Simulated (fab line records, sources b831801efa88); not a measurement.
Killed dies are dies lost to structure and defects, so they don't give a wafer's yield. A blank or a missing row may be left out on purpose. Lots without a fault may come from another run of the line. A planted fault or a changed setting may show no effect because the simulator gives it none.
fab line records | flow gf180mcu
record lots=13 wafers=39 last_day=34
route steps=602 shown M3@413 M4@456 V5@540
lots that met no fault: from a run of the same line without faults
start_h: hours from the record's first day to the start of the lot's first wafer shown | wait_h: hours since the lot's step before | " the same as in the row above | L1.1+2: a row that stands for several wafers | - no value, or no start given | * or withheld: withheld | < > ~ a bound
route shown NAME@n: a module of which the file shows steps, and the number in the route of the first | usual: mean/standard deviation of fault-free wafers | same: alike in all rows | chamber/n: place in a boat | sites: the reading at each site | _std_site: their standard deviation | _edge_site: outer sites' mean less inner sites' | radius_mm: how far each site lies from the wafer's centre | mask NAME#n: copy n | behind: the tool/chamber that last shaped the wafer | hold: why the lot was held/for how many hours/how that ended | device: the transistor (n, p or np) that didn't switch | end of line: the same wafers' tests at the end of the route | a step without rows: its recipe alone | killed: dies lost to structure and defects at the first sort, not the wafer's yield | map: a wafer's dies, x killed, . not, _ none there
set.NAME: the setting as run; set.NAME@STEP: as run at that earlier step | model.NAME: the simulator's own value behind a step, which no gauge read
steps of the route over a sample of lots; a table a step, a row a wafer
services: from which hour (start_h, from the record's first day; less than 0 if before it) a tool's chamber was out of use, for how many hours, and why
## steps
# step GF_M3_SPUTTER_04
# recipe material=TiN target_thk_nm=50 power_w=6500 time_s=41.7 chamber_pressure_pa=0.4
# usual throttle_valve_pct=29.9/0.63
# columns lot.wafer tool chamber start_h wait_h throttle_valve_pct
L559.1 pvd_sputter-02 - 448.55 0.0 30.5
L559.2 " - " " 29.2
L559.3 " - " " 29.6
L560.2 pvd_sputter-01 - 470.64 0.0 28.7
L560.4 " - " " 29.2
L560.5 " - " " 29.4
L563.2 pvd_sputter-02 - 488.59 0.0 29.5
L563.5 " - " " 30.4
L563.6 " - " " 29.3
L564.2 pvd_sputter-02 - 553.04 0.0 29.7
L564.3 " - " " 29.3
L564.5 " - " " 29.2
L565.1 pvd_sputter-04 - 556.67 0.0 31.1
L565.3 " - " " 29.7
L565.5 " - " " 31.1
L566.3 pvd_sputter-02 - 557.96 0.0 29.8
L566.4 " - " " 30.3
L566.5 " - " " 30.0
L570.2 pvd_sputter-01 - 565.24 0.0 29.8
L570.4 " - " " 29.8
L570.6 " - " " 29.7
L571.1 pvd_sputter-02 - 577.65 0.0 30.5
L571.2 " - " " 29.4
L571.5 " - " " 29.7
L573.2 pvd_sputter-04 - 599.14 0.0 29.5
L573.3 " - " " 30.5
L573.4 " - " " 30.7
L575.2 pvd_sputter-01 - 614.71 0.0 29.5
L575.5 " - " " 29.3
L575.6 " - " " 29.7
L577.2 pvd_sputter-04 - 639.21 0.0 30.4
L577.5 " - " " 30.5
L577.6 " - " " 29.5
L579.2 pvd_sputter-01 - 647.48 0.0 30.0
L579.3 " - " " 30.1
L579.4 " - " " 29.3
L580.2 pvd_sputter-02 - 658.50 0.0 29.1
L580.5 " - " " 29.6
L580.6 " - " " 29.5
# step GF_M4_SPUTTER_00
# recipe material=Ti target_thk_nm=37.5 arriving_ion_energy_ev=80 substrate_temp_c=200 chamber_pressure_pa=2 power_w=4000 time_s=150
# usual throttle_valve_pct=29.8/0.69
# columns lot.wafer tool chamber start_h wait_h throttle_valve_pct
L559.1 pvd_sputter-03 - 500.09 0.1 30.2
L559.2 " - " " 31.4
L559.3 " - " " 28.9
L560.2 pvd_sputter-01 - 521.79 0.2 28.6
L560.4 " - " " 29.7
L560.5 " - " " 29.5
L563.2 pvd_sputter-02 - 539.11 0.1 29.6
L563.5 " - " " 30.5
L563.6 " - " " 29.5
L564.2 pvd_sputter-02 - 598.34 0.2 30.0
L564.3 " - " " 29.5
L564.5 " - " " 29.5
L565.1 pvd_sputter-02 - 601.14 0.2 29.4
L565.3 " - " " 30.5
L565.5 " - " " 29.7
L566.3 pvd_sputter-02 - 602.99 0.1 30.8
L566.4 " - " " 29.5
L566.5 " - " " 29.4
L570.2 pvd_sputter-03 - 609.89 0.2 29.0
L570.4 " - " " 30.3
L570.6 " - " " 30.8
L571.1 pvd_sputter-01 - 622.12 0.3 29.8
L571.2 " - " " 29.6
L571.5 " - " " 28.8
L573.2 pvd_sputter-02 - 642.24 0.1 29.3
L573.3 " - " " 29.6
L573.4 " - " " 29.6
L575.2 pvd_sputter-02 - 657.25 0.1 29.5
L575.5 " - " " 29.5
L575.6 " - " " 29.3
L577.2 pvd_sputter-02 - 679.38 0.2 29.6
L577.5 " - " " 29.5
L577.6 " - " " 29.4
L579.2 pvd_sputter-02 - 687.02 0.2 29.6
L579.3 " - " " 29.1
L579.4 " - " " 30.6
L580.2 pvd_sputter-03 - 697.75 0.2 30.5
L580.5 " - " " 31.1
L580.6 " - " " 30.7
# step GF_V5_CVD_00
# recipe material=SiO2 target_thk_nm=300 sigma_open_frac=0.3 temp_c=400 time_s=50 sih4_flow_sccm=60 pressure_mtorr=6
# usual sih4_flow_sccm=60.02/0.18
# columns lot.wafer tool chamber start_h wait_h sih4_flow_sccm
L559.1 hdpcvd-01 0 592.84 0.0 60.21
L559.2 " 2 " " 60.17
L559.3 " 1 " " 60.28
L560.2 hdpcvd-02 2 611.91 0.0 59.99
L560.4 " 0 " " 60.04
L560.5 " 2 " " 59.77
L563.2 hdpcvd-01 0 627.63 0.0 59.97
L563.5 " 1 " " 60.14
L563.6 " 0 " " 60.20
L564.2 hdpcvd-02 0 681.11 0.0 59.90
L564.3 " 2 " " 60.20
L564.5 " 1 " " 59.95
L565.1 hdpcvd-02 0 684.01 0.0 59.89
L565.3 " 1 " " 60.11
L565.5 " 2 " " 60.10
L566.3 hdpcvd-02 2 684.55 0.0 60.02
L566.4 " 0 " " 59.84
L566.5 " 1 " " 59.92
L570.2 hdpcvd-01 2 691.14 0.0 60.34
L570.4 " 2 " " 59.79
L570.6 " 1 " " 59.74
L571.1 hdpcvd-01 1 702.36 0.0 51.14
L571.2 " 2 " " 50.83
L571.5 " 2 " " 50.77
L573.2 hdpcvd-02 2 720.69 0.0 59.97
L573.3 " 1 " " 60.19
L573.4 " 1 " " 59.97
L575.2 hdpcvd-01 2 733.76 0.0 51.17
L575.5 " 1 " " 50.94
L575.6 " 2 " " 51.07
L577.2 hdpcvd-02 1 754.94 0.0 59.87
L577.5 " 2 " " 59.98
L577.6 " 0 " " 59.97
L579.2 hdpcvd-02 1 761.54 0.0 60.09
L579.3 " 0 " " 60.25
L579.4 " 2 " " 59.99
L580.2 hdpcvd-02 0 771.66 0.0 60.08
L580.5 " 0 " " 60.30
L580.6 " 1 " " 60.17
# step GF_V5_THK_MEAS_01
# recipe reads=SiO2_of_V5_CVD_00
# usual V5_CVD_00_THK=301/3.5
# columns lot.wafer tool chamber start_h wait_h V5_CVD_00_THK[nm]
L559.1 film_metro-01 - 592.89 0.0 305
L559.2 " - " " 298
L559.3 " - " " 301
L560.2 film_metro-04 - 611.96 0.0 299
L560.4 " - " " 300
L560.5 " - " " 302
L563.2 film_metro-03 - 627.68 0.0 300
L563.5 " - " " 301
L563.6 " - " " 302
L564.2 film_metro-01 - 681.16 0.0 305
L564.3 " - " " 303
L564.5 " - " " 305
L565.1 film_metro-03 - 684.05 0.0 303
L565.3 " - " " 302
L565.5 " - " " 302
L566.3 film_metro-03 - 684.61 0.0 305
L566.4 " - " " 300
L566.5 " - " " 304
L570.2 film_metro-01 - 691.19 0.0 299
L570.4 " - " " 298
L570.6 " - " " 300
L571.1 film_metro-04 - 702.40 0.0 261
L571.2 " - " " 254
L571.5 " - " " 253
L573.2 film_metro-01 - 720.74 0.0 302
L573.3 " - " " 305
L573.4 " - " " 302
L575.2 film_metro-04 - 733.81 0.0 249
L575.5 " - " " 250
L575.6 " - " " 252
L577.2 film_metro-01 - 755.00 0.0 308
L577.5 " - " " 307
L577.6 " - " " 307
L579.2 film_metro-01 - 761.59 0.0 304
L579.3 " - " " 301
L579.4 " - " " 302
L580.2 film_metro-01 - 771.71 0.0 303
L580.5 " - " " 302
L580.6 " - " " 303
# step GF_V5_RS_MEAS_24
# recipe thk_meas_gauge=four-point-probe reads=W_of_V5_CVD_23+TiN_of_V5_SPUTTER_22+Ti_of_V5_SPUTTER_21
# usual V5_W_RS=0.326/0.0052
# columns lot.wafer tool chamber start_h wait_h V5_W_RS[ohm/sq]
L559.1 film_metro-01 - 614.09 0.1 0.326
L559.2 " - " " 0.326
L559.3 " - " " 0.325
L560.2 film_metro-04 - 633.42 0.1 0.329
L560.4 " - " " 0.318
L560.5 " - " " 0.318
L563.2 film_metro-04 - 649.72 0.1 0.320
L563.5 " - " " 0.323
L563.6 " - " " 0.318
L564.2 film_metro-03 - 701.19 0.1 0.327
L564.3 " - " " 0.333
L564.5 " - " " 0.331
L565.1 film_metro-01 - 704.48 0.1 0.332
L565.3 " - " " 0.330
L565.5 " - " " 0.326
L566.3 film_metro-01 - 705.25 0.1 0.334
L566.4 " - " " 0.330
L566.5 " - " " 0.330
L570.2 film_metro-01 - 711.04 0.1 0.318
L570.4 " - " " 0.329
L570.6 " - " " 0.316
L571.1 film_metro-04 - 721.12 0.1 0.323
L571.2 " - " " 0.316
L571.5 " - " " 0.314
L573.2 film_metro-03 - 740.37 0.1 0.320
L573.3 " - " " 0.319
L573.4 " - " " 0.327
L575.2 film_metro-01 - 752.84 0.1 0.322
L575.5 " - " " 0.322
L575.6 " - " " 0.331
L577.2 film_metro-01 - 772.86 0.1 0.324
L577.5 " - " " 0.332
L577.6 " - " " 0.323
L579.2 film_metro-04 - 778.56 0.1 0.331
L579.3 " - " " 0.335
L579.4 " - " " 0.321
L580.2 film_metro-01 - 789.26 0.1 0.328
L580.5 " - " " 0.330
L580.6 " - " " 0.333
## services
# columns tool chamber start_h hours kind
hdpcvd-02 1 443.35 3.6 repair
hdpcvd-01 1 472.72 4.9 repair
pvd_sputter-03 - 473.45 1.6 repair
hdpcvd-02 2 481.32 22.5 repair
pvd_sputter-02 - 489.47 8.8 repair
hdpcvd-02 - 515.48 2.8 repair
hdpcvd-01 - 534.06 2.8 pm
hdpcvd-01 - 539.25 15.0 pm
pvd_sputter-03 - 541.32 1.4 repair
pvd_sputter-01 - 553.23 11.6 repair
pvd_sputter-02 - 592.84 4.5 repair
pvd_sputter-02 3 604.75 - consumable_replace:kit
pvd_sputter-02 3 604.75 18.0 scheduled_down
pvd_sputter-02 3 604.75 18.0 vent_cycle
pvd_sputter-02 - 644.05 0.9 repair
hdpcvd-01 - 650.97 14.6 pm
hdpcvd-01 - 674.95 0.8 repair
pvd_sputter-01 - 708.75 1.3 repair
pvd_sputter-01 - 710.90 3.5 repair
pvd_sputter-04 - 747.17 0.8 repair
pvd_sputter-02 2 747.34 - consumable_replace:kit
pvd_sputter-02 2 747.34 18.0 scheduled_down
pvd_sputter-02 - 758.52 52.7 repair
pvd_sputter-04 - 766.74 8.4 repair
## key
first_sign step=GF_V5_CVD_00 reading=sih4_flow_sccm direction=down sigmas=51 usual=60.02 struck=50.99
effect step=GF_V5_THK_MEAS_01 reading=V5_CVD_00_THK direction=down sigmas=14 usual=301 struck=253
met_at GF_V5_CVD_00
struck_lots L571,L575
not_acting_at GF_M3_SPUTTER_04,GF_M4_SPUTTER_00,GF_V5_RS_MEAS_24
onset_between 691.14 702.36
fault kind=process_parameter_drift tool=hdpcvd-01 chamber=- onset_h=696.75 steps=GF_V5_CVD_00 channel=sih4_flow_sccm offset=-9 shape=step end_h=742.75 acts_in=these_recipes_only stated=60
